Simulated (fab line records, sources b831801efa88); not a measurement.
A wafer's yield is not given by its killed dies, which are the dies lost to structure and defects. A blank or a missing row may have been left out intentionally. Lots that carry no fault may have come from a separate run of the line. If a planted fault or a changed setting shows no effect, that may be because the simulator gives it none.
The tool behind it: which one? / flow sky130 / 21 wafers from 7 lots sampled at 2 of the route's 708 steps

## WHAT THE GAUGES SHOWED, per wafer
SKY_LI_CONTACT_RS_MEAS_22: a four-point-probe measurement.
lot=L114; measured=day 29 12:42; on=filmMetro-04; LI_CONTACT_W_RS (ohm/sq)=0.290 0.286 0.286
lot=L119; measured=day 31 16:56; on=filmMetro-02; LI_CONTACT_W_RS (ohm/sq)=0.293 0.285 0.292
lot=L121; measured=day 32 13:14; on=filmMetro-04; LI_CONTACT_W_RS (ohm/sq)=0.285 0.294 0.287
lot=L123; measured=day 32 22:35; on=filmMetro-04; LI_CONTACT_W_RS (ohm/sq)=0.286 0.284 0.282
lot=L125; measured=day 33 18:58; on=filmMetro-04; LI_CONTACT_W_RS (ohm/sq)=0.268 0.273 0.279 0.268 0.273 0.278
lot=L132; measured=day 36 01:41; on=filmMetro-02; LI_CONTACT_W_RS (ohm/sq)=0.290 0.291 0.284
lot=L135; measured=day 37 01:02; on=filmMetro-04; LI_CONTACT_W_RS (ohm/sq)=0.286 0.286 0.285

## EACH LOT AND THE TOOL THAT RAN IT (in order: tool; ch and the chambers of the sampled wafers; start)
lot=L114; SKY_LI_CONTACT_CVD_21=cvdW-01 ch 0,1, day 29 12:35
lot=L119; SKY_LI_CONTACT_CVD_21=cvdW-02 ch 0,1, day 31 16:49
lot=L121; SKY_LI_CONTACT_CVD_21=cvdW-02 ch 0,1, day 32 13:07
lot=L123; SKY_LI_CONTACT_CVD_21=cvdW-02 ch 0,1, day 32 22:28
lot=L125; SKY_LI_CONTACT_CVD_21=cvdW-02 ch 0,1, day 33 18:50
lot=L132; SKY_LI_CONTACT_CVD_21=cvdW-02 ch 0,1, day 36 01:34
lot=L135; SKY_LI_CONTACT_CVD_21=cvdW-01 ch 0,1, day 37 00:55
- SKY_LI_CONTACT_CVD_21: deposits W, target thk 400 nm, time 120.56 s.

## THE ANSWER, worked out from the rows above alone
Rule: the usual values come from the lots themselves. Put in order of their means at a reading, lots are off if they are a third of the lots or fewer, leave a main group of 4 or more, and stand apart from it by a gap of 3 or more times the standard deviation of the main group's means; of several such gaps the widest counts. Not used: any main group whose means are identical at the precision the tables above print for the reading. Also off: a lot with no number at a reading for which 4 or more lots have one. Where the step has rows for the other lots, those lots are counted as sound.
Off: L125, at SKY_LI_CONTACT_RS_MEAS_22 (LI_CONTACT_W_RS). The main group has a mean of 0.287 ohm/sq with a standard deviation of 0.002.
If a tool, at a process step before that reading, ran all the lots that are off and no sound lot after the first of them, it fits. Those tools and the gauges at SKY_LI_CONTACT_RS_MEAS_22 are tried in the same way. None of those tried fits.

## WHAT THE SIMULATOR HAD INSERTED
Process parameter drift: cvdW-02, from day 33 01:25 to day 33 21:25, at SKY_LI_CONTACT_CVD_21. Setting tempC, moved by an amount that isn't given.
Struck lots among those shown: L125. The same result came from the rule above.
